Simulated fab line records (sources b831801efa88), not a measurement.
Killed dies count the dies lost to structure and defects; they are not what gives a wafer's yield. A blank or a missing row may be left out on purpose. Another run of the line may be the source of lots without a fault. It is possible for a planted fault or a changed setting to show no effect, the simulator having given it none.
Matching of chambers / flow sky130 / rieSi-01 running SKY_POLY_GATE_ETCH_17: 4 sister chambers
The step etches poly-Si in HBr/Cl2, stops on SiO2, target depth 180 nm, time 70.5 s. 16 wafers are shown with their chamber, then 8 later ones without.

## WAFERS, EACH WITH ITS CHAMBER
wafer=L820.3; chamber=3; drypumpMotorCurrentA (A)=6.5; oesProductAu (a.u.)=0.987; mfcCl2Sccm (sccm)=49.80
wafer=L820.4; chamber=2; drypumpMotorCurrentA (A)=5.6; oesProductAu (a.u.)=0.969; mfcCl2Sccm (sccm)=49.74
wafer=L820.6; chamber=3; drypumpMotorCurrentA (A)=6.6; oesProductAu (a.u.)=0.988; mfcCl2Sccm (sccm)=49.88
wafer=L819.1; chamber=3; drypumpMotorCurrentA (A)=6.6; oesProductAu (a.u.)=0.989; mfcCl2Sccm (sccm)=49.98
wafer=L819.2; chamber=0; drypumpMotorCurrentA (A)=5.9; oesProductAu (a.u.)=0.985; mfcCl2Sccm (sccm)=49.92
wafer=L819.4; chamber=1; drypumpMotorCurrentA (A)=6.3; oesProductAu (a.u.)=0.979; mfcCl2Sccm (sccm)=50.25
wafer=L824.3; chamber=2; drypumpMotorCurrentA (A)=5.6; oesProductAu (a.u.)=0.981; mfcCl2Sccm (sccm)=50.07
wafer=L824.4; chamber=2; drypumpMotorCurrentA (A)=5.6; oesProductAu (a.u.)=0.979; mfcCl2Sccm (sccm)=50.07
wafer=L824.6; chamber=3; drypumpMotorCurrentA (A)=6.6; oesProductAu (a.u.)=0.993; mfcCl2Sccm (sccm)=50.03
wafer=L827.1; chamber=0; drypumpMotorCurrentA (A)=6.0; oesProductAu (a.u.)=0.983; mfcCl2Sccm (sccm)=50.07
wafer=L827.3; chamber=1; drypumpMotorCurrentA (A)=6.3; oesProductAu (a.u.)=0.975; mfcCl2Sccm (sccm)=49.98
wafer=L827.5; chamber=2; drypumpMotorCurrentA (A)=5.6; oesProductAu (a.u.)=0.979; mfcCl2Sccm (sccm)=49.88
wafer=L830.1; chamber=1; drypumpMotorCurrentA (A)=6.3; oesProductAu (a.u.)=0.994; mfcCl2Sccm (sccm)=50.41
wafer=L830.5; chamber=3; drypumpMotorCurrentA (A)=6.6; oesProductAu (a.u.)=0.986; mfcCl2Sccm (sccm)=50.18
wafer=L830.6; chamber=0; drypumpMotorCurrentA (A)=6.0; oesProductAu (a.u.)=0.986; mfcCl2Sccm (sccm)=50.04
wafer=L836.1; chamber=1; drypumpMotorCurrentA (A)=6.3; oesProductAu (a.u.)=0.982; mfcCl2Sccm (sccm)=50.22

SIGNATURES, as means of the wafers listed above
reading=drypumpMotorCurrentA; chamber 0=5.967; chamber 1=6.300; chamber 2=5.600; chamber 3=6.580; scatter within a chamber=0.035
reading=oesProductAu; chamber 0=0.98467; chamber 1=0.98250; chamber 2=0.97700; chamber 3=0.98860; scatter within a chamber=0.00519
reading=mfcCl2Sccm; chamber 0=50.0100; chamber 1=50.2150; chamber 2=49.9400; chamber 3=49.9740; scatter within a chamber=0.15
Rule: a wafer's distance from a chamber is the root of the sum, over the readings, of the square of ((its reading less the chamber's mean) divided by the reading's scatter). The wafer belongs to the nearest chamber; if the next one is less than 2 further off, it can't be placed. The scatter: take each reading less its chamber's mean, square it, sum over the shown wafers, divide by the number of wafers less the number of chambers, and take the root.

## WAFERS WHOSE CHAMBER IS MISSING
wafer=L836.4; drypumpMotorCurrentA (A)=6.0; oesProductAu (a.u.)=0.987; mfcCl2Sccm (sccm)=50.03
wafer=L836.5; drypumpMotorCurrentA (A)=5.6; oesProductAu (a.u.)=0.979; mfcCl2Sccm (sccm)=49.94
wafer=L838.1; drypumpMotorCurrentA (A)=6.5; oesProductAu (a.u.)=0.992; mfcCl2Sccm (sccm)=49.97
wafer=L838.2; drypumpMotorCurrentA (A)=6.4; oesProductAu (a.u.)=0.982; mfcCl2Sccm (sccm)=50.08
wafer=L838.6; drypumpMotorCurrentA (A)=6.0; oesProductAu (a.u.)=0.986; mfcCl2Sccm (sccm)=50.31
wafer=L840.2; drypumpMotorCurrentA (A)=6.0; oesProductAu (a.u.)=0.993; mfcCl2Sccm (sccm)=50.37
wafer=L840.5; drypumpMotorCurrentA (A)=6.3; oesProductAu (a.u.)=0.988; mfcCl2Sccm (sccm)=49.88
wafer=L840.6; drypumpMotorCurrentA (A)=5.6; oesProductAu (a.u.)=0.987; mfcCl2Sccm (sccm)=49.98

## CHAMBER TAKEN BY EACH
wafer=L836.4; from the rows above=0; in truth=0
wafer=L836.5; from the rows above=2; in truth=2
wafer=L838.1; from the rows above=3; in truth=3
wafer=L838.2; from the rows above=1; in truth=1
wafer=L838.6; from the rows above=0; in truth=0
wafer=L840.2; from the rows above=0; in truth=0
wafer=L840.5; from the rows above=1; in truth=1
wafer=L840.6; from the rows above=2; in truth=2
8 of 8 placed correctly. Number that these rows cannot place: 0. Number placed wrongly: 0.
